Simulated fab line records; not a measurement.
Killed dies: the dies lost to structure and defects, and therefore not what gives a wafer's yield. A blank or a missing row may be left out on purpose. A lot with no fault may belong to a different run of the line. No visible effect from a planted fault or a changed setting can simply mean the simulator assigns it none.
fab line records	flow gf180mcu
record: lots: 11	wafers: 33	lastDay: 33
route steps=602 shown POLY_GATE@157 SALICIDE@281 V1@338 V2@386
lots that met no fault: from a run of the same line without faults
startH: hours from the record's opening day to when the first of the lot's shown wafers began	waitH: hours elapsed since this lot's preceding step	" unchanged from the row above	L1.1+2: one row covering several wafers at once	- no value present, or no start provided	* or withheld: withheld	< > ~ a bound
route shown NAME@n: names a module that has steps shown in the file, with the first one's number in the route	usual: mean/standard deviation of fault-free wafers	same: alike in all rows	chamber/n: place in a boat	sites: readings site by site	_std_site: the standard deviation of these	_edge_site: mean of outer sites minus mean of inner sites	radiusMm: for every site, how far away it sits from the centre of the wafer	mask NAME#n: copy n	behind: the most recent tool/chamber to have shaped the wafer	hold: why the lot was held/for how many hours/how that ended	device: the transistor (n, p or np) that didn't switch	end of line: the same wafers' tests at the end of the route	a step without rows: its recipe alone	killed: not the wafer's yield, but the dies lost to structure and defects at the first sort	map: the dies of a wafer, with x for killed, . for not killed, _ for no die there
set.NAME: the setting that was run; set.NAME@STEP: the one run at that earlier step	model.NAME: the simulator's own value behind a step, which no gauge read
a sample of lots followed through the steps of the route, with each step as a table and each wafer as a row
services: a tool's chamber out of use, with start hour (startH, from the record's first day; less than 0 if before it), hours out, and reason
== steps ==
step: GF_POLY_GATE_CVD_00
recipe: material: poly-Si	targetThkNm: 200	tempC: 620	timeS: 1200	pressureMtorr: 200
usual: pressureMtorr: 200.0/0.45
lot.wafer	tool	chamber	startH	waitH	pressureMtorr
L187.1	lpcvd-01	0	194.57	0.0	199.5
L187.4	"	0	"	"	199.7
L187.6	"	0	"	"	199.9
L188.2	lpcvd-02	1	199.46	0.0	199.9
L188.4	"	1	"	"	199.4
L188.5	"	1	"	"	200.0
L190.3	lpcvd-02	0	209.82	0.0	199.9
L190.4	"	0	"	"	199.6
L190.5	"	0	"	"	199.8
L192.1	lpcvd-01	0	226.92	0.3	199.8
L192.4	"	0	"	"	200.0
L192.6	"	0	"	"	199.9
L194.1	lpcvd-02	0	238.70	0.0	200.3
L194.2	"	0	"	"	200.7
L194.6	"	0	"	"	199.9
L197.2	lpcvd-02	0	258.56	0.3	199.3
L197.3	"	0	"	"	199.3
L197.6	"	0	"	"	199.7
L198.2	lpcvd-01	0	265.81	0.0	200.1
L198.4	"	0	"	"	200.1
L198.6	"	0	"	"	200.2
L199.1	lpcvd-01	1	270.70	0.0	199.8
L199.2	"	1	"	"	200.6
L199.6	"	1	"	"	200.2
L200.2	lpcvd-02	1	278.71	0.0	100.4
L200.5	"	1	"	"	100.7
L200.6	"	1	"	"	100.1
L201.1	lpcvd-02	1	288.30	0.0	99.4
L201.2	"	1	"	"	99.6
L201.5	"	1	"	"	99.9
L205.1	lpcvd-01	1	314.32	0.0	200.1
L205.4	"	1	"	"	200.2
L205.6	"	1	"	"	199.7
step: GF_POLY_GATE_THK_MEAS_01
recipe: reads: poly-Si_of_POLY_GATE_CVD_00
usual: POLY_GATE_CVD_00_THK: 199.5/1.7
lot.wafer	tool	chamber	startH	waitH	hold	POLY_GATE_CVD_00_THK[nm]
L187.1	filmMetro-04	-	195.90	0.0	-	203.0
L187.4	"	-	"	"	-	202.3
L187.6	"	-	"	"	-	201.7
L188.2	filmMetro-04	-	200.81	0.0	-	198.1
L188.4	"	-	"	"	-	199.0
L188.5	"	-	"	"	-	197.7
L190.3	filmMetro-02	-	211.17	0.0	-	198.2
L190.4	"	-	"	"	-	198.7
L190.5	"	-	"	"	-	198.8
L192.1	filmMetro-04	-	228.25	0.0	-	201.6
L192.4	"	-	"	"	-	202.2
L192.6	"	-	"	"	-	202.6
L194.1	filmMetro-01	-	240.70	0.0	-	198.8
L194.2	"	-	"	"	-	200.1
L194.6	"	-	"	"	-	199.9
L197.2	filmMetro-02	-	259.90	0.0	-	201.8
L197.3	"	-	"	"	-	201.5
L197.6	"	-	"	"	-	201.2
L198.2	filmMetro-04	-	267.16	0.0	-	201.5
L198.4	"	-	"	"	-	200.7
L198.6	"	-	"	"	-	199.5
L199.1	filmMetro-02	-	272.04	0.0	-	200.0
L199.2	"	-	"	"	-	199.4
L199.6	"	-	"	"	-	198.3
L200.2	filmMetro-02	-	280.06	0.0	awaitDispo/0.2h/release	138.6
L200.5	"	-	"	"	awaitDispo/0.2h/release	138.7
L200.6	"	-	"	"	awaitDispo/0.2h/release	138.8
L200.2	filmMetro-02	-	280.28	0.2	-	138.5
L200.5	"	-	"	"	-	138.8
L200.6	"	-	"	"	-	138.8
L201.1	filmMetro-04	-	289.64	0.0	awaitDispo/0.2h/release	142.7
L201.2	"	-	"	"	awaitDispo/0.2h/release	141.5
L201.5	"	-	"	"	awaitDispo/0.2h/release	142.2
L201.1	filmMetro-04	-	289.94	0.3	-	142.8
L201.2	"	-	"	"	-	141.4
L201.5	"	-	"	"	-	142.2
L205.1	filmMetro-01	-	315.65	0.0	-	199.7
L205.4	"	-	"	"	-	197.6
L205.6	"	-	"	"	-	198.3
step: GF_POLY_GATE_ETCH_13
recipe: target: poly-Si	targetDepthNm: 198.5	stopOn: SiO2	overEtchFrac: 0.403	chemistry: HBr/Cl2	icpW: 400	biasW: 100	pressureMtorr: 10	HBr_flow_sccm: 150	Cl2_flow_sccm: 50	timeS: 69.6
usual: HBr_flow_sccm: 150.0/0.43	chamberPressureMTorr: 10.000/0.0086	drypumpMotorCurrentA: 5.63/0.25	heBacksideLeakSccm: 2.62/0.28	oesProductAu: 0.991/0.0069	throttleValvePct: 33.683/0.0096
lot.wafer	tool	chamber	startH	waitH	HBr_flow_sccm	chamberPressureMTorr	drypumpMotorCurrentA	heBacksideLeakSccm	oesProductAu	rfHoursCounterH	throttleValvePct
L187.1	rieSi-02	1	212.11	-	150.0	9.989	5.37	2.98	0.981	100	33.676
L187.4	"	0	"	"	149.7	9.995	5.84	3.08	0.985	104	33.681
L187.6	"	2	"	"	148.9	10.018	5.86	2.65	0.995	-	33.663
L188.2	rieSi-01	1	217.90	-	149.9	10.003	5.80	2.54	0.986	1	33.687
L188.4	"	2	"	"	150.1	9.991	5.29	2.54	0.980	44	33.693
L188.5	"	1	"	"	150.5	9.996	5.79	2.67	0.988	-	33.680
L190.3	rieSi-01	1	228.39	-	150.9	9.999	5.80	2.49	0.994	1	33.672
L190.4	"	1	"	"	151.0	9.987	5.78	2.53	0.984	-	33.668
L190.5	"	0	"	"	150.0	9.996	5.63	2.76	0.986	-	33.673
L192.1	rieSi-02	3	246.14	-	150.2	9.988	5.86	2.35	0.990	28	33.696
L192.4	"	1	"	"	150.1	9.981	5.37	2.99	0.978	101	33.700
L192.6	"	0	"	"	150.2	9.987	5.85	3.07	0.990	-	33.688
L194.1	rieSi-01	1	259.80	-	149.9	9.995	5.80	2.45	0.999	1	33.688
L194.2	"	3	"	"	149.9	10.004	5.29	2.43	0.983	0	33.678
L194.6	"	2	"	"	149.6	10.008	5.26	2.22	0.998	-	33.696
L197.2	rieSi-02	1	278.99	-	150.1	9.996	5.34	2.71	0.989	101	33.689
L197.3	"	2	"	"	149.0	10.003	5.87	2.52	0.993	80	33.666
L197.6	"	2	"	"	150.1	9.993	5.88	2.65	0.994	-	33.688
L198.2	rieSi-02	2	287.04	-	149.7	10.003	5.87	2.52	0.986	80	33.695
L198.4	"	1	"	"	150.2	9.999	5.37	2.74	0.984	-	33.691
L198.6	"	3	"	"	150.5	9.999	5.92	2.34	0.998	-	33.672
L199.1	rieSi-02	1	292.09	-	150.1	10.003	5.37	2.80	0.986	101	33.664
L199.2	"	3	"	"	150.7	10.005	5.92	2.27	0.992	29	33.687
L199.6	"	2	"	"	149.7	9.989	5.90	2.47	0.988	-	33.698
L200.2	rieSi-01	0	300.31	-	150.2	10.011	5.64	3.06	0.770	92	33.675
L200.5	"	2	"	"	150.2	10.002	5.28	2.43	0.783	-	33.680
L200.6	"	1	"	"	149.3	10.002	5.80	2.45	0.789	-	33.678
L201.1	rieSi-02	2	310.04	-	149.5	10.019	5.87	2.54	0.793	80	33.690
L201.2	"	3	"	"	149.7	10.009	5.89	2.44	0.791	29	33.692
L201.5	"	3	"	"	150.1	9.985	5.88	2.40	0.802	-	33.685
L205.1	rieSi-01	1	336.90	-	150.2	10.007	5.81	2.37	1.000	2	33.675
L205.4	"	3	"	"	149.5	9.984	5.31	2.51	0.991	1	33.668
L205.6	"	0	"	"	150.3	9.986	5.60	2.75	0.995	-	33.681
step: GF_SALICIDE_SPUTTER_03
recipe: material: TiN	targetThkNm: 20	powerW: 6500	timeS: 16.7	chamberPressurePa: 0.4
usual: throttleValvePct: 30.1/0.96
lot.wafer	tool	chamber	startH	waitH	throttleValvePct
L187.1	pvdSputter-04	-	360.63	0.0	30.7
L187.4	"	-	"	"	27.5
L187.6	"	-	"	"	27.4
L188.2	pvdSputter-02	-	365.83	0.0	29.9
L188.4	"	-	"	"	30.8
L188.5	"	-	"	"	30.6
L190.3	pvdSputter-03	-	379.00	0.0	28.6
L190.4	"	-	"	"	30.5
L190.5	"	-	"	"	30.5
L192.1	pvdSputter-03	-	399.91	0.0	28.7
L192.4	"	-	"	"	30.9
L192.6	"	-	"	"	30.4
L194.1	pvdSputter-03	-	415.60	0.0	30.4
L194.2	"	-	"	"	30.6
L194.6	"	-	"	"	29.0
L197.2	pvdSputter-03	-	440.37	0.0	30.4
L197.3	"	-	"	"	30.2
L197.6	"	-	"	"	30.2
L198.2	pvdSputter-03	-	450.80	0.0	28.7
L198.4	"	-	"	"	30.4
L198.6	"	-	"	"	30.5
L199.1	pvdSputter-04	-	458.62	0.0	31.2
L199.2	"	-	"	"	27.4
L199.6	"	-	"	"	31.0
L200.2	pvdSputter-02	-	468.53	0.0	31.0
L200.5	"	-	"	"	30.8
L200.6	"	-	"	"	30.8
L201.1	pvdSputter-03	-	478.57	0.0	30.1
L201.2	"	-	"	"	30.5
L201.5	"	-	"	"	30.5
L205.1	pvdSputter-02	-	508.08	0.0	30.5
L205.4	"	-	"	"	30.8
L205.6	"	-	"	"	29.8
step: GF_V1_THK_MEAS_03
recipe: reads: SiO2_of_V1_CVD_02
usual: V1_CVD_02_THK: 850/10
lot.wafer	tool	chamber	startH	waitH	V1_CVD_02_THK[nm]
L187.1	filmMetro-01	-	410.74	0.0	829
L187.4	"	-	"	"	852
L187.6	"	-	"	"	848
L188.2	filmMetro-01	-	415.05	0.0	835
L188.4	"	-	"	"	848
L188.5	"	-	"	"	853
L190.3	filmMetro-04	-	430.06	0.1	843
L190.4	"	-	"	"	848
L190.5	"	-	"	"	869
L192.1	filmMetro-01	-	451.72	0.0	842
L192.4	"	-	"	"	859
L192.6	"	-	"	"	858
L194.1	filmMetro-01	-	468.19	0.0	833
L194.2	"	-	"	"	849
L194.6	"	-	"	"	855
L197.2	filmMetro-04	-	492.40	0.0	845
L197.3	"	-	"	"	841
L197.6	"	-	"	"	850
L198.2	filmMetro-04	-	501.14	0.0	843
L198.4	"	-	"	"	861
L198.6	"	-	"	"	855
L199.1	filmMetro-01	-	510.13	0.0	842
L199.2	"	-	"	"	844
L199.6	"	-	"	"	852
L200.2	filmMetro-04	-	519.29	0.0	852
L200.5	"	-	"	"	853
L200.6	"	-	"	"	861
L201.1	filmMetro-03	-	528.96	0.0	835
L201.2	"	-	"	"	846
L201.5	"	-	"	"	853
L205.1	filmMetro-01	-	557.26	0.0	842
L205.4	"	-	"	"	864
L205.6	"	-	"	"	855
step: GF_V2_CMP_04
recipe: material: SiO2	downForcePsi: 4	platenRpm: 60	padVelocityMS: 0.94248
usual: headPressurePsi: 4.000/0.0079	motorCurrentA: 11.5/1.1	timeToEndpointS: 80/5.5
lot.wafer	tool	chamber	startH	waitH	headPressurePsi	motorCurrentA	timeToEndpointS
L187.4	cmp-02	0	461.24	0.0	4.017	11.0	79
L187.1	"	1	"	"	4.021	11.7	70
L187.6	"	0	"	"	4.018	11.3	81
L188.2	cmp-02	3	466.10	0.3	3.995	11.7	80
L188.4	"	0	"	"	3.990	10.7	86
L188.5	"	0	"	"	3.999	10.8	90
L190.3	cmp-01	3	481.65	0.0	4.012	10.4	84
L190.4	"	1	"	"	3.994	11.9	86
L190.5	"	0	"	"	4.005	10.2	93
L192.1	cmp-01	2	502.27	0.1	3.992	12.4	72
L192.4	"	3	"	"	3.999	10.3	81
L192.6	"	1	"	"	3.992	12.2	75
L194.2	cmp-02	1	519.20	0.0	3.993	11.6	76
L194.1	"	2	"	"	4.005	12.9	75
L194.6	"	1	"	"	3.984	11.8	79
L197.3	cmp-01	1	541.29	0.1	3.988	12.8	82
L197.2	"	2	"	"	4.005	12.1	77
L197.6	"	3	"	"	3.994	10.5	81
L198.2	cmp-01	1	550.37	0.1	3.990	12.0	79
L198.4	"	2	"	"	4.000	12.8	88
L198.6	"	0	"	"	3.989	10.5	89
L199.1	cmp-01	1	558.63	0.1	4.010	12.6	75
L199.2	"	0	"	"	4.005	10.3	83
L199.6	"	2	"	"	4.003	12.4	81
L200.2	cmp-01	3	568.21	0.0	3.998	10.4	75
L200.5	"	3	"	"	4.009	10.3	80
L200.6	"	0	"	"	3.995	10.2	81
L201.2	cmp-02	1	577.16	0.2	4.007	11.9	76
L201.1	"	3	"	"	3.978	11.9	81
L201.5	"	2	"	"	3.990	13.2	83
L205.1	cmp-01	1	604.08	0.1	4.010	12.4	81
L205.4	"	2	"	"	3.992	12.7	89
L205.6	"	1	"	"	4.010	12.8	92
== services ==
tool	chamber	startH	hours	kind
cmp-01	-	186.43	0.9	repair
pvdSputter-03	-	195.96	2.7	repair
rieSi-02	-	220.36	0.6	repair
lpcvd-02	-	224.64	4.3	pm
cmp-01	-	234.18	4.0	pm
cmp-01	-	242.68	0.5	repair
cmp-01	-	256.69	1.2	repair
rieSi-02	1	308.06	5.9	repair
cmp-01	-	329.57	1.3	repair
cmp-01	-	347.23	3.4	repair
cmp-01	-	370.85	2.0	repair
cmp-01	-	373.83	0.6	repair
rieSi-02	1	392.72	1.7	repair
cmp-01	-	427.15	5.0	pm
rieSi-02	-	433.74	2.8	pm
cmp-01	-	455.27	1.2	repair
cmp-01	-	460.42	11.7	pm
rieSi-02	-	488.41	0.2	repair
rieSi-02	2	501.36	10.9	repair
rieSi-02	0	507.04	8.8	repair
cmp-01	-	512.61	5.7	pm
cmp-01	-	521.73	0.3	repair
cmp-01	-	541.53	2.5	repair
cmp-01	-	574.18	4.0	pm
== key ==
firstSign: step: GF_POLY_GATE_CVD_00	reading: pressureMtorr	direction: down	sigmas: 99+	usual: 200.0	struck: 100.0
effect: step: GF_POLY_GATE_THK_MEAS_01	reading: visit	direction: added
effect: step: GF_POLY_GATE_THK_MEAS_01	reading: POLY_GATE_CVD_00_THK	direction: down	sigmas: 35	usual: 199.5	struck: 140.4
effect: step: GF_POLY_GATE_ETCH_13	reading: oesProductAu	direction: down	sigmas: 29	usual: 0.991	struck: 0.788
metAt GF_POLY_GATE_CVD_00
struckLots L200,L201
struckWafers L200.2,L200.5,L200.6,L201.1,L201.2,L201.5
testerLeftOut L200,L201
notActingAt GF_SALICIDE_SPUTTER_03,GF_V1_THK_MEAS_03,GF_V2_CMP_04
onsetBetween 199.46 278.71
fault: kind: processParameterDrift	tool: lpcvd-02	chamber: 1	onsetH: 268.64	steps: GF_POLY_GATE_CVD_00	channel: pressureMtorr	offset: -100	shape: step	endH: 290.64	actsIn: theseRecipesOnly	stated: 200
testerLeftOut: of these lots the tester's yield and bins aren't shown, on N5 and GAA mostly nor the transistor test; their killed dies are dies lost to structure and defects alone, not to doping, threshold or leakage, so they don't give the yield
